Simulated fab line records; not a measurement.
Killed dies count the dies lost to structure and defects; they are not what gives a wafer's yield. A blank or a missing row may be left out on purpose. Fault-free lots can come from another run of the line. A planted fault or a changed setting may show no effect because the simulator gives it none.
fab line records -- flow sky130
record: lots: 7, wafers: 21, last_day: 50
route steps=708 shown CONTACT@412
lots untouched by any fault: they come from a run of this same line in which no faults occurred
start_h: hours from the record's first day to the start of the lot's first wafer shown -- wait_h: hours elapsed since this lot's preceding step -- " same as the row above -- L1.1+2: a single row standing in for several wafers -- - value missing, or start not given -- * or withheld: withheld -- < > ~ a bound
route shown NAME@n: NAME is a module with steps in the file, n the number in the route of the first one -- usual: the fault-free wafers' mean and standard deviation -- same: alike in all rows -- chamber/n: place in a boat -- sites: the reading at each site -- _std_site: standard deviation across them -- _edge_site: outer sites' mean less inner sites' -- radius_mm: for every site, how far away it sits from the centre of the wafer -- mask NAME#n: copy n -- behind: tool/chamber where the wafer was last shaped -- hold: why the lot went on hold/how many hours it stayed there/how the hold came to an end -- device: whichever transistor did not switch (one of n, p or np) -- end of line: tests run on the same wafers once the route is complete -- where a step has no rows: the recipe by itself -- killed: dies that structure and defects cost at the first sort, which is not the same as the wafer's yield -- map: a wafer's dies, x killed, . not, _ none there
set.NAME: setting as actually run; set.NAME@STEP: the setting as run at that earlier step -- model.NAME: the simulator's own value behind a step, which no gauge read
lots at selected steps of the route; one table per step, one row per wafer
services: the hour from which a tool's chamber was out of use, counted from the record's first day as start_h (under 0 if before that day), plus the number of hours and why
== steps ==
step: SKY_CONTACT_DEHYDRATE_06
recipe: temp_c: 200, time_s: 60
step: SKY_CONTACT_HMDS_07
recipe: prime_time_s: 60, prime_temp_c: 120
step: SKY_CONTACT_COAT_08
recipe: resist: BARC, temp_c: withheld, time_s: withheld, spin_rpm: 3000, resist_thk_nm: 60
step: SKY_CONTACT_COAT_09
recipe: resist: KrF-thick, spin_rpm: 3000, resist_thk_nm: 450
step: SKY_CONTACT_SOFTBAKE_10
recipe: temp_c: 100, time_s: 90, resist: KrF-thick
step: SKY_CONTACT_EXPOSE_11
recipe: mask_id: CTM1, na: 0.8, source_shape: annular, sigma_inner: 0.55, sigma_outer: 0.85, target_cd_nm: 170, dose_mj: 38
step: SKY_CONTACT_PEB_12
recipe: peb_temp_c: withheld, peb_time_s: withheld, resist: KrF-thick
step: SKY_CONTACT_DEVELOP_13
recipe: develop_time_s: 60, resist: KrF-thick, dev_temp_c: 21
step: SKY_CONTACT_CD_MEAS_14
recipe: target_cd_nm: 170
usual: cd_nm: 170.0/1.5
lot.wafer,tool,chamber,start_h,wait_h,cd_nm
L298.1,cd_sem-02,-,794.95,-,168.1
L298.3,cd_sem-02,-,794.95,-,169.9
L298.4,cd_sem-02,-,794.95,-,169.7
L299.1,cd_sem-02,-,800.75,-,171.9
L299.5,cd_sem-02,-,800.75,-,172.5
L299.6,cd_sem-02,-,800.75,-,172.1
L300.2,cd_sem-01,-,801.55,-,168.5
L300.3,cd_sem-01,-,801.55,-,169.1
L300.6,cd_sem-01,-,801.55,-,168.9
L301.1,cd_sem-01,-,806.70,-,169.5
L301.2,cd_sem-01,-,806.70,-,171.1
L301.3,cd_sem-01,-,806.70,-,170.4
L304.1,cd_sem-01,-,839.18,-,168.8
L304.3,cd_sem-01,-,839.18,-,167.7
L304.4,cd_sem-01,-,839.18,-,167.7
L309.3,cd_sem-01,-,869.07,-,170.2
L309.5,cd_sem-01,-,869.07,-,171.5
L309.6,cd_sem-01,-,869.07,-,169.0
L315.1,cd_sem-01,-,906.38,-,171.4
L315.5,cd_sem-01,-,906.38,-,170.7
L315.6,cd_sem-01,-,906.38,-,169.3
step: SKY_CONTACT_OVL_MEAS_15
usual: CONTACT_OVL: 4/6.1
lot.wafer,tool,chamber,start_h,wait_h,CONTACT_OVL[nm]
L298.1,overlay-02,-,795.07,0.1,10
L298.3,overlay-02,-,795.07,0.1,12
L298.4,overlay-02,-,795.07,0.1,-4
L299.1,overlay-02,-,800.87,0.1,2
L299.5,overlay-02,-,800.87,0.1,4
L299.6,overlay-02,-,800.87,0.1,7
L300.2,overlay-01,-,801.65,0.1,5
L300.3,overlay-01,-,801.65,0.1,6
L300.6,overlay-01,-,801.65,0.1,-2
L301.1,overlay-01,-,806.82,0.1,10
L301.2,overlay-01,-,806.82,0.1,-1
L301.3,overlay-01,-,806.82,0.1,-3
L304.1,overlay-02,-,839.30,0.1,2
L304.3,overlay-02,-,839.30,0.1,2
L304.4,overlay-02,-,839.30,0.1,-1
L309.3,overlay-02,-,869.16,0.1,-4
L309.5,overlay-02,-,869.16,0.1,-5
L309.6,overlay-02,-,869.16,0.1,3
L315.1,overlay-02,-,906.50,0.1,-4
L315.5,overlay-02,-,906.50,0.1,5
L315.6,overlay-02,-,906.50,0.1,-4
step: SKY_CONTACT_ETCH_16
recipe: chemistry: N2/H2, target: BARC, ion_energy_ev: 200, source_w: 500, bias_w: 100, pressure_mtorr: 30, n2_flow_sccm: 100, h2_flow_sccm: 200, stop_on: SiO2, time_s: 45.9, target_depth_a: 600
usual: drypump_motor_current_A: 6.0/0.36, h2_flow_sccm: 200.1/0.58, oes_product_au: 0.854/0.0047, rf_fwd_power_W: 495.4/2.1, throttle_valve_pct: 13.226/0.0082
lot.wafer,tool,chamber,start_h,wait_h,drypump_motor_current_A,h2_flow_sccm,oes_product_au,rf_fwd_power_W,rf_hours_counter_h,throttle_valve_pct
L298.1,rie_diel-01,1,795.10,0.0,6.6,198.9,0.859,499.8,9,13.210
L298.3,rie_diel-01,3,795.10,0.0,5.8,199.5,0.859,497.0,11,13.228
L298.4,rie_diel-01,2,795.10,0.0,6.5,200.9,0.858,492.8,23,13.225
L299.1,rie_diel-01,0,800.90,0.0,6.0,200.1,0.855,494.9,13,13.220
L299.5,rie_diel-01,0,800.90,0.0,6.0,200.6,0.853,495.2,-,13.226
L299.6,rie_diel-01,1,800.90,0.0,6.6,200.5,0.853,494.5,-,13.208
L300.2,rie_diel-04,3,801.68,0.0,5.9,200.4,0.853,493.8,15,13.225
L300.3,rie_diel-04,1,801.68,0.0,6.0,199.7,0.857,495.4,18,13.230
L300.6,rie_diel-04,3,801.68,0.0,5.9,200.3,0.853,494.5,-,13.219
L301.1,rie_diel-01,2,806.85,0.0,6.5,200.4,0.858,493.7,23,13.231
L301.2,rie_diel-01,0,806.85,0.0,6.0,200.9,0.848,494.1,14,13.213
L301.3,rie_diel-01,3,806.85,0.0,5.8,200.1,0.854,498.8,11,13.236
L304.1,rie_diel-01,2,839.33,0.0,6.5,198.8,0.854,494.8,24,13.234
L304.3,rie_diel-01,3,839.33,0.0,5.8,198.9,0.861,496.0,13,13.220
L304.4,rie_diel-01,1,839.33,0.0,6.7,199.9,0.853,497.8,10,13.239
L309.3,rie_diel-04,2,869.18,0.0,5.6,200.1,0.851,497.8,14,13.231
L309.5,rie_diel-04,3,869.18,0.0,5.9,200.5,0.859,491.9,-,13.234
L309.6,rie_diel-04,2,869.18,0.0,5.6,200.2,0.861,496.4,-,13.224
L315.1,rie_diel-03,2,906.53,0.0,5.8,200.4,0.859,492.1,11,13.229
L315.5,rie_diel-03,0,906.53,0.0,5.5,199.0,0.857,492.8,-,13.226
L315.6,rie_diel-03,3,906.53,0.0,6.2,201.0,0.863,496.7,-,13.220
step: SKY_CONTACT_ETCH_17
recipe: target: SiO2, chemistry: C4F8/O2/Ar, stop_on: Si3N4, mask_material: KrF-thick, source_w: 1500, bias_w: 1200, pressure_mtorr: 40, c4f8_flow_sccm: withheld, O2_flow_sccm: 6, Ar_flow_sccm: 300, time_s: withheld, target_depth_a: 3400
usual: oes_product_au: 0.891/0.0053, rf_fwd_power_W: 1489/5
lot.wafer,tool,chamber,start_h,wait_h,oes_product_au,rf_fwd_power_W
L298.1,rie_diel-01,1,795.15,0.0,0.887,1496
L298.3,rie_diel-01,3,795.15,0.0,0.887,1500
L298.4,rie_diel-01,2,795.15,0.0,0.891,1479
L299.1,rie_diel-01,0,800.95,0.0,0.882,1492
L299.5,rie_diel-01,0,800.95,0.0,0.892,1494
L299.6,rie_diel-01,1,800.95,0.0,0.883,1494
L300.2,rie_diel-04,3,801.73,0.0,0.891,1488
L300.3,rie_diel-04,1,801.73,0.0,0.888,1489
L300.6,rie_diel-04,3,801.73,0.0,0.887,1480
L301.1,rie_diel-01,2,806.90,0.0,0.894,1490
L301.2,rie_diel-01,0,806.90,0.0,0.887,1487
L301.3,rie_diel-01,3,806.90,0.0,0.899,1493
L304.1,rie_diel-01,2,839.38,0.0,0.890,1480
L304.3,rie_diel-01,3,839.38,0.0,0.888,1492
L304.4,rie_diel-01,1,839.38,0.0,0.895,1497
L309.3,rie_diel-04,2,869.23,0.0,0.896,1490
L309.5,rie_diel-04,3,869.23,0.0,0.889,1486
L309.6,rie_diel-04,2,869.23,0.0,0.893,1501
L315.1,rie_diel-03,2,906.58,0.0,0.884,1487
L315.5,rie_diel-03,0,906.58,0.0,0.891,1485
L315.6,rie_diel-03,3,906.58,0.0,0.887,1493
step: SKY_CONTACT_ETCH_18
recipe: target: Si3N4, chemistry: CHF3/O2, stop_on: TiN, source_w: 600, bias_w: 200, pressure_mtorr: 40, chf3_flow_sccm: 50, O2_flow_sccm: 5, time_s: 39, target_depth_a: 750
usual: drypump_motor_current_A: 6.0/0.36, oes_product_au: 0.856/0.0081, rf_fwd_power_W: 594.0/2.7, throttle_valve_pct: 8.794/0.0099
lot.wafer,tool,chamber,start_h,wait_h,drypump_motor_current_A,oes_product_au,rf_fwd_power_W,rf_hours_counter_h,throttle_valve_pct,model.KrF-thick_of_CONTACT_COAT_09.thk_nm
L298.1,rie_diel-01,1,795,-,6.6,0.854,596.5,9,8.800,243.4
L298.3,rie_diel-01,3,795,-,5.8,0.855,592.5,11,8.805,241.8
L298.4,rie_diel-01,2,795,-,6.5,0.861,593.9,23,8.784,244.2
L299.1,rie_diel-01,0,800,-,6.0,0.862,593.8,13,8.784,259.6
L299.5,rie_diel-01,0,801,-,6.0,0.865,592.9,-,8.800,241.7
L299.6,rie_diel-01,1,801,-,6.6,0.865,593.8,-,8.785,257.2
L300.2,rie_diel-04,3,801,-,5.9,0.860,591.5,15,8.794,244
L300.3,rie_diel-04,1,801,-,6.0,0.847,593.8,18,8.808,242.6
L300.6,rie_diel-04,3,801,-,5.9,0.866,590.6,-,8.807,243.3
L301.1,rie_diel-01,2,806,-,6.5,0.843,594.9,23,8.792,263.4
L301.2,rie_diel-01,0,806,-,6.0,0.864,594.0,14,8.797,244.2
L301.3,rie_diel-01,3,806,-,5.8,0.863,593.4,11,8.805,243.6
L304.1,rie_diel-01,2,839,-,6.5,0.852,591.9,24,8.798,263.3
L304.3,rie_diel-01,3,839,-,5.8,0.851,599.3,13,8.793,240.8
L304.4,rie_diel-01,1,839,-,6.6,0.860,598.3,10,8.798,241.4
L309.3,rie_diel-04,2,869,-,5.6,0.853,595.8,15,8.788,240.5
L309.5,rie_diel-04,3,869,-,5.9,0.843,591.0,-,8.802,241.2
L309.6,rie_diel-04,2,869,-,5.5,0.853,596.8,-,8.793,240
L315.1,rie_diel-03,2,906,-,5.8,0.857,589.9,11,8.786,245.1
L315.5,rie_diel-03,0,906,-,5.5,0.862,593.6,-,8.797,242.3
L315.6,rie_diel-03,3,906,-,6.2,0.852,595.0,-,8.788,241.8
step: SKY_CONTACT_STRIP_19
recipe: chemistry: O2/N2, power_w: 1400, pressure_mtorr: 1500, platen_temp_c: withheld, o2_flow_sccm: 3000, n2_flow_sccm: 300, overash_fraction: 0.5
usual: drypump_motor_current_A: 5.8/0.34, oes_product_au: 0.381/0.0052, strip_time_to_endpoint_s: 3.618/0.03
same: overash_fraction: 0.5
lot.wafer,tool,chamber,start_h,wait_h,drypump_motor_current_A,oes_product_au,rf_hours_counter_h,strip_time_to_endpoint_s
L298.1,plasma_asher-04,1,795.24,-,6.4,0.377,97,3.627
L298.3,plasma_asher-04,1,795.24,-,6.3,0.385,-,3.595
L298.4,plasma_asher-04,0,795.24,-,5.8,0.390,-,3.621
L299.1,plasma_asher-01,0,801.04,-,5.5,0.386,39,3.772
L299.5,plasma_asher-01,0,801.04,-,5.5,0.376,-,3.599
L299.6,plasma_asher-01,1,801.04,-,5.4,0.389,-,3.759
L300.2,plasma_asher-01,0,801.82,-,5.5,0.378,40,3.619
L300.3,plasma_asher-01,1,801.82,-,5.4,0.377,-,3.625
L300.6,plasma_asher-01,0,801.82,-,5.5,0.376,-,3.630
L301.1,plasma_asher-01,1,806.99,-,5.4,0.383,40,3.843
L301.2,plasma_asher-01,0,806.99,-,5.5,0.375,40,3.613
L301.3,plasma_asher-01,1,806.99,-,5.4,0.381,-,3.640
L304.1,plasma_asher-01,1,839.47,-,5.4,0.394,44,3.836
L304.3,plasma_asher-01,1,839.47,-,5.4,0.380,-,3.608
L304.4,plasma_asher-01,0,839.47,-,5.5,0.380,-,3.592
L309.3,plasma_asher-04,0,869.35,-,5.8,0.384,-,3.586
L309.5,plasma_asher-04,1,869.35,-,6.4,0.377,-,3.579
L309.6,plasma_asher-04,0,869.35,-,5.7,0.380,-,3.578
L315.1,plasma_asher-04,1,906.67,-,6.3,0.380,109,3.655
L315.5,plasma_asher-04,1,906.67,-,6.4,0.375,-,3.628
L315.6,plasma_asher-04,0,906.67,-,5.8,0.375,-,3.616
step: SKY_CONTACT_STRIP_20
recipe: chemistry: post_etch_residue_remover, time_s: 1200, temp_c: 72.5
== services ==
tool,chamber,start_h,hours,kind
rie_diel-03,-,807.88,2.8,pm
rie_diel-01,2,819.21,2.2,repair
rie_diel-01,3,843.97,12.0,repair
rie_diel-01,-,852.38,14.6,pm
rie_diel-03,2,852.70,1.9,repair
plasma_asher-01,-,859.76,8.6,pm
rie_diel-01,2,892.24,12.9,repair
rie_diel-01,3,892.91,2.4,repair
rie_diel-01,2,905.18,-,clean
rie_diel-01,2,905.18,28.8,scheduled_down
rie_diel-01,2,905.18,28.8,vent_cycle
== key ==
first_sign: step: SKY_CONTACT_STRIP_19, reading: strip_time_to_endpoint_s, direction: up, sigmas: 6.2, usual: *, struck: *
model_effect: step: SKY_CONTACT_ETCH_18, value: KrF-thick_of_CONTACT_COAT_09.thk_nm, without: 242.8, struck: 260.9
more_kills_born_at: SKY_CONTACT_ETCH_18@rie_diel-01: 537
met_at SKY_CONTACT_ETCH_18
struck_wafers L299.1,L299.6,L301.1,L304.1
later_rows_left_out L299.1,L299.6
sort_left_out L301.1,L304.1
tester_left_out L299,L301,L304
fault: kind: process_parameter_drift, tool: rie_diel-01, chamber: -, onset_h: 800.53, steps: SKY_CONTACT_ETCH_18, channel: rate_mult, offset: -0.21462, shape: step, end_h: 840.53, scope: struck_wafers_only
tester_left_out: of these lots the tester's yield and bins aren't shown, on N5 and GAA mostly nor the transistor test; their killed dies are dies lost to structure and defects alone, not to doping, threshold or leakage, so they don't give the yield
sort_left_out: the simulated sort isn't trusted on such a fault, so these wafers' sort isn't shown, and their yield isn't known
later_rows_left_out: the simulator's readings of these wafers behind a module that went badly wrong aren't trusted and aren't shown, but for the sort
